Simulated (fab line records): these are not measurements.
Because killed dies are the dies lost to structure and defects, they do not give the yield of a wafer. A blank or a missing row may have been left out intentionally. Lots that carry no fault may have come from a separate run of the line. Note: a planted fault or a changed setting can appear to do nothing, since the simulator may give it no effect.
Which of the tools did it? | flow sky130 | 12 lots, 36 wafers sampled, at 5 steps of a route of 708

== WHAT EACH GAUGE READ, for each wafer ==
SKY_FIELD_ISO_THK_MEAS_23. Usual: FIELD_ISO_OXIDATION_01_THK typically reads 10.08 nm, with standard deviation 0.16.
lot  | measured    | on            | FIELD_ISO_OXIDATION_01_THK (nm) | flag
L414 | day 2 06:44 | film_metro-01 | 10.06 10.08 10.07               |
L415 | day 2 12:37 | film_metro-02 | 9.84 10.01 9.95                 |
L416 | day 2 18:47 | film_metro-02 | 9.87 9.94 9.83                  |
L417 | day 2 23:49 | film_metro-04 | 10.18 10.19 10.16               |
L418 | day 3 07:52 | film_metro-02 | 10.11 10.11 10.20               |
L420 | day 3 14:46 | film_metro-04 | 10.18 10.09 10.03               |
L424 | day 4 10:59 | film_metro-04 | 10.17 10.02 10.03               |
L427 | day 5 08:36 | film_metro-04 | 10.21 10.12 10.20               |
L429 | day 5 12:30 | film_metro-02 | 10.06 10.21 10.18               |
L432 | day 6 08:07 | film_metro-02 | 10.44 10.38 10.21               |
L436 | day 7 01:41 | film_metro-04 | 9.77 9.82 9.87                  |
L437 | day 7 05:38 | film_metro-04 | 9.74 9.84 9.84                  |

SKY_PWDE_OVL_MEAS_07. Usual: PWDE_OVL typically reads -0.2 nm, with standard deviation 1.6.
lot  | measured    | on         | PWDE_OVL (nm)  | flag
L414 | day 3 18:44 | overlay-02 | 2.4 1.5 4.0    |
L415 | day 4 02:01 | overlay-01 | -2.2 -1.1 -1.8 |
L416 | day 4 07:50 | overlay-01 | -0.7 -0.7 0.6  |
L417 | day 4 17:00 | overlay-02 | 0.7 2.2 1.5    |
L418 | day 4 23:20 | overlay-01 | 0.6 -0.5 1.0   |
L420 | day 5 07:14 | overlay-01 | 0.3 1.4 2.0    |
L424 | day 6 02:30 | overlay-02 | 3.2 2.5 2.3    |
L427 | day 7 04:47 | overlay-01 | -0.1 0.5 0.6   |
L429 | day 7 09:02 | overlay-01 | -1.6 -1.7 -0.4 |
L432 | day 8 04:25 | overlay-02 | 0.1 1.2 1.5    |
L436 | day 8 23:08 | overlay-01 | -0.6 -0.7 -0.5 |
L437 | day 9 05:00 | overlay-02 | -0.8 -1.9 -1.8 |

SKY_VT_ADJUST_LVTN_TW_MEAS_21. Usual: VT_ADJUST_LVTN_2_TW typically reads 188.3, with standard deviation 1.2.
lot  | measured     | on            | VT_ADJUST_LVTN_2_TW                 | flag
L414 | day 7 15:53  | film_metro-01 | 190.1 191.2 190.9                   |
L415 | day 7 23:28  | film_metro-03 | 188.4 188.6 188.5                   |
L416 | day 8 08:13  | film_metro-01 | 190.0 189.6 190.8                   |
L417 | day 8 16:55  | film_metro-02 | 186.4 185.9 186.2                   |
L418 | day 9 00:29  | film_metro-02 | 188.7 188.0 188.5                   |
L420 | day 9 10:05  | film_metro-01 | 189.6 188.8 188.6                   |
L424 | day 10 09:13 | film_metro-01 | 188.6 189.2 188.6                   |
L427 | day 11 15:49 | film_metro-01 | 173.8 172.8 173.5 173.1 173.2 172.4 | OFF
L429 | day 11 22:06 | film_metro-01 | 172.6 172.6 173.4 173.0 173.2 173.3 | OFF
L432 | day 12 21:58 | film_metro-02 | 187.1 188.2 187.7                   |
L436 | day 13 23:03 | film_metro-02 | 187.7 188.6 188.8                   |
L437 | day 14 04:15 | film_metro-02 | 187.9 187.5 188.2                   |

== WHAT TOOL EACH LOT RAN ON (gives the tool, then ch and the chambers of the sampled wafers, and finally the start) ==
lot  | SKY_FIELD_ISO_ETCH_15             | SKY_VT_ADJUST_LVTN_IMPLANT_19
L414 | rie_diel-01 ch 2,3, day 2 05:02   | implanter-02 ch 0, day 7 15:40
L415 | rie_diel-02 ch 2,3, day 2 10:40   | implanter-02 ch 0, day 7 23:13
L416 | rie_diel-01 ch 1,3, day 2 15:50   | implanter-02 ch 0, day 8 07:58
L417 | rie_diel-04 ch 2,3, day 2 20:59   | implanter-01 ch 0, day 8 16:41
L418 | rie_diel-04 ch 1,2, day 3 04:29   | implanter-01 ch 0, day 9 00:16
L420 | rie_diel-02 ch 0,1,2, day 3 11:44 | implanter-01 ch 0, day 9 09:52
L424 | rie_diel-04 ch 0,2,3, day 4 09:16 | implanter-01 ch 0, day 10 08:59
L427 | rie_diel-01 ch 0,2,3, day 5 02:10 | implanter-01 ch 0, day 11 15:35
L429 | rie_diel-01 ch 0,3, day 5 10:13   | implanter-01 ch 0, day 11 21:51
L432 | rie_diel-04 ch 0,2, day 6 06:26   | implanter-02 ch 0, day 12 21:44
L436 | rie_diel-02 ch 0,3, day 6 23:59   | implanter-04 ch 0, day 13 22:48
L437 | rie_diel-01 ch 0,2,3, day 7 03:49 | implanter-02 ch 0, day 14 04:00
- SKY_FIELD_ISO_ETCH_15: etches the open film in CHF3/O2, stops on Si, target depth 180 nm, time 72 s.
- SKY_VT_ADJUST_LVTN_IMPLANT_19

== WHAT THE TOOLS THEMSELVES READ (means of the sampled wafers that have a number; where no wafer has one, the mark that the record gives instead) ==
SKY_FIELD_ISO_ETCH_15. Usual: drypump_motor_current_A 5.5 A, standard deviation 0.41; oes_product_au 0.944 a.u., standard deviation 0.007; throttle_valve_pct 8.845 %, standard deviation 0.0095.
lot  | tool        | drypump_motor_current_A (A) | oes_product_au (a.u.) | throttle_valve_pct (%) | flag
L414 | rie_diel-01 | 5.8                         | 0.952                 | 8.850                  |
L415 | rie_diel-02 | 5.6                         | 0.943                 | 8.842                  |
L416 | rie_diel-01 | 5.4                         | 0.948                 | 8.846                  |
L417 | rie_diel-04 | 5.1                         | 0.933                 | 8.845                  |
L418 | rie_diel-04 | 5.2                         | 0.941                 | 8.843                  |
L420 | rie_diel-02 | 5.9                         | 0.944                 | 8.839                  |
L424 | rie_diel-04 | 5.3                         | 0.946                 | 8.849                  |
L427 | rie_diel-01 | 5.8                         | 0.942                 | 8.833                  |
L429 | rie_diel-01 | 5.8                         | 0.945                 | 8.842                  |
L432 | rie_diel-04 | 5.5                         | 0.939                 | 8.851                  |
L436 | rie_diel-02 | 5.6                         | 0.946                 | 8.851                  |
L437 | rie_diel-01 | 5.8                         | 0.937                 | 8.845                  |

SKY_VT_ADJUST_LVTN_IMPLANT_19. Usual: dose_ions_cm2 6.502e+11, standard deviation 7.2e+08; faraday_current_uA 3.67, standard deviation 0.077.
lot  | tool         | dose_ions_cm2 | faraday_current_uA | flag
L414 | implanter-02 | 6.501e+11     | 3.69               |
L415 | implanter-02 | 6.497e+11     | 3.68               |
L416 | implanter-02 | 6.499e+11     | 3.66               |
L417 | implanter-01 | 6.501e+11     | 3.76               |
L418 | implanter-01 | 6.502e+11     | 3.64               |
L420 | implanter-01 | 6.505e+11     | 3.64               |
L424 | implanter-01 | 6.508e+11     | 3.70               |
L427 | implanter-01 | 4.777e+11     | 2.71               | OFF
L429 | implanter-01 | 4.781e+11     | 2.72               | OFF
L432 | implanter-02 | 6.502e+11     | 3.65               |
L436 | implanter-04 | 6.497e+11     | 3.73               |
L437 | implanter-02 | 6.502e+11     | 3.62               |

== THE ANSWER, worked out from the rows above alone ==
Rule: lot off if the mean of its wafers having a number is beyond 3 standard deviations from the usual mean. Also off: a lot with no number at a reading for which 4 or more lots have one. The other lots that the step has rows for count as sound. After the gauges, taken in route order, come the tools' own readings; for these a lot's mean is taken, as printed above. At the first step where some lot is off, the reading lying furthest off is the one used; lots without a number count as furthest.
Off: L427, L429, at SKY_VT_ADJUST_LVTN_TW_MEAS_21 (VT_ADJUST_LVTN_2_TW).
If a tool, at a process step before that reading, ran all the lots that are off and no sound lot after the first of them, it fits. The gauges at SKY_VT_ADJUST_LVTN_TW_MEAS_21 aren't tried: what is off there is off at SKY_VT_ADJUST_LVTN_IMPLANT_19 too, on other tools, and a gauge's error can't cause that. One fits: SKY_VT_ADJUST_LVTN_IMPLANT_19 on implanter-01. A fault onset in the window from L424 (day 10 08:59, its last sound lot) to L427 (day 11 15:35, its first lot off) fits.
The tool's own readings at SKY_VT_ADJUST_LVTN_IMPLANT_19 bear it out: on the lots that are off they differ by more than 5 times the standard deviation of the sound lots' means. dose_ions_cm2 reads 4.779e+11 there against 6.501e+11 on the sound lots; faraday_current_uA reads 2.71 there against 3.68 on the sound lots.

== WHAT THE SIMULATOR HAD PUT IN ==
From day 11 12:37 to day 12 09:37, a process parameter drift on implanter-01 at SKY_VT_ADJUST_LVTN_IMPLANT_19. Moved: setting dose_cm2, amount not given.
Lots struck among those shown: L427, L429. The rule above reached the same finding.
